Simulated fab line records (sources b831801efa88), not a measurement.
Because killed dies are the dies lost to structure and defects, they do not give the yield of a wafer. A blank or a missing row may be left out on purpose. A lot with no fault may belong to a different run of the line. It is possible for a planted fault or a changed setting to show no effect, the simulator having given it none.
Which tool is to blame? :: flow gf180mcu :: 6 lots with 18 wafers sampled at 4 steps, on a route of 602 steps

## WHAT THE GAUGES SHOWED, per wafer
GF_M4_CD_MEAS_14: target cd 280 nm.
lot: L113
measured: day 23 15:30
on: cd_sem-01
cd_nm (nm): 279.8 281.7 280.1

lot: L116
measured: day 24 20:39
on: cd_sem-02
cd_nm (nm): 280.4 281.3 280.0

lot: L120
measured: day 26 10:18
on: cd_sem-02
cd_nm (nm): 278.8 278.6 279.4

lot: L122
measured: day 27 02:08
on: cd_sem-01
cd_nm (nm): 278.4 279.4 280.0

lot: L124
measured: day 27 19:53
on: cd_sem-01
cd_nm (nm): 280.9 280.5 280.6

lot: L128
measured: day 28 19:21
on: cd_sem-01
cd_nm (nm): 280.9 268.0 280.4 281.0 267.7 280.5

## WHICH TOOL RAN EACH LOT (tool, then ch and the chambers of the sampled wafers, then the start)
lot: L113
GF_M3_METAL_ETCH_16: rie_metal-03 ch 0,1, day 21 13:35
GF_M4_SPUTTER_03: pvd_sputter-03, day 22 16:59
GF_M4_EXPOSE_11: krf_scanner-01 ch 0, day 23 04:54

lot: L116
GF_M3_METAL_ETCH_16: rie_metal-03 ch 0,1, day 22 20:52
GF_M4_SPUTTER_03: pvd_sputter-02, day 23 22:43
GF_M4_EXPOSE_11: krf_scanner-02 ch 0, day 24 09:39

lot: L120
GF_M3_METAL_ETCH_16: rie_metal-01 ch 0, day 24 11:36
GF_M4_SPUTTER_03: pvd_sputter-04, day 25 12:39
GF_M4_EXPOSE_11: krf_scanner-01 ch 0, day 25 23:25

lot: L122
GF_M3_METAL_ETCH_16: rie_metal-01 ch 0, day 25 05:02
GF_M4_SPUTTER_03: pvd_sputter-03, day 26 06:03
GF_M4_EXPOSE_11: krf_scanner-02 ch 0, day 26 16:22

lot: L124
GF_M3_METAL_ETCH_16: rie_metal-01 ch 0,1, day 26 00:30
GF_M4_SPUTTER_03: pvd_sputter-04, day 27 00:18
GF_M4_EXPOSE_11: krf_scanner-02 ch 0, day 27 09:50

lot: L128
GF_M3_METAL_ETCH_16: rie_metal-01 ch 0,1, day 27 00:40
GF_M4_SPUTTER_03: pvd_sputter-03, day 28 00:00
GF_M4_EXPOSE_11: krf_scanner-02 ch 0, day 28 09:29
- GF_M3_METAL_ETCH_16: etches the open film in Cl2/BCl3, stops on SiO2, target depth 750.8 nm, time 125.1 s.
- GF_M4_SPUTTER_03: material Ti, target thk 10 nm, time 6.7 s.
- GF_M4_EXPOSE_11: exposes mask Metal4, target cd 280 nm.

## THE ANSWER, worked out from the rows above alone
Rule: what is usual is taken from the lots themselves. Put in order of their means at a reading, lots are off if they are a third of the lots or fewer, leave a main group of 4 or more, and stand apart from it by a gap of 3 or more times the standard deviation of the main group's means; of several such gaps the widest counts. The tables above print the reading to a certain number of digits; a main group whose means all agree to those digits is not used. Also off: a lot with no number at a reading for which 4 or more lots have one. Any other lot the step has rows for is counted as sound.
Off: L128 (GF_M4_CD_MEAS_14, cd_nm). The main group: mean 280.0 nm, standard deviation 0.74.
A tool fits if, at a process step before that reading, it ran every lot that is off, and no sound lot after the first of them. Those tools and the gauges at GF_M4_CD_MEAS_14 are tried in the same way. Can't be told from this: 4 tools fit, rie_metal-01 at GF_M3_METAL_ETCH_16, pvd_sputter-03 at GF_M4_SPUTTER_03, krf_scanner-02 at GF_M4_EXPOSE_11, cd_sem-01 at GF_M4_CD_MEAS_14.

## WHAT THE SIMULATOR PUT IN
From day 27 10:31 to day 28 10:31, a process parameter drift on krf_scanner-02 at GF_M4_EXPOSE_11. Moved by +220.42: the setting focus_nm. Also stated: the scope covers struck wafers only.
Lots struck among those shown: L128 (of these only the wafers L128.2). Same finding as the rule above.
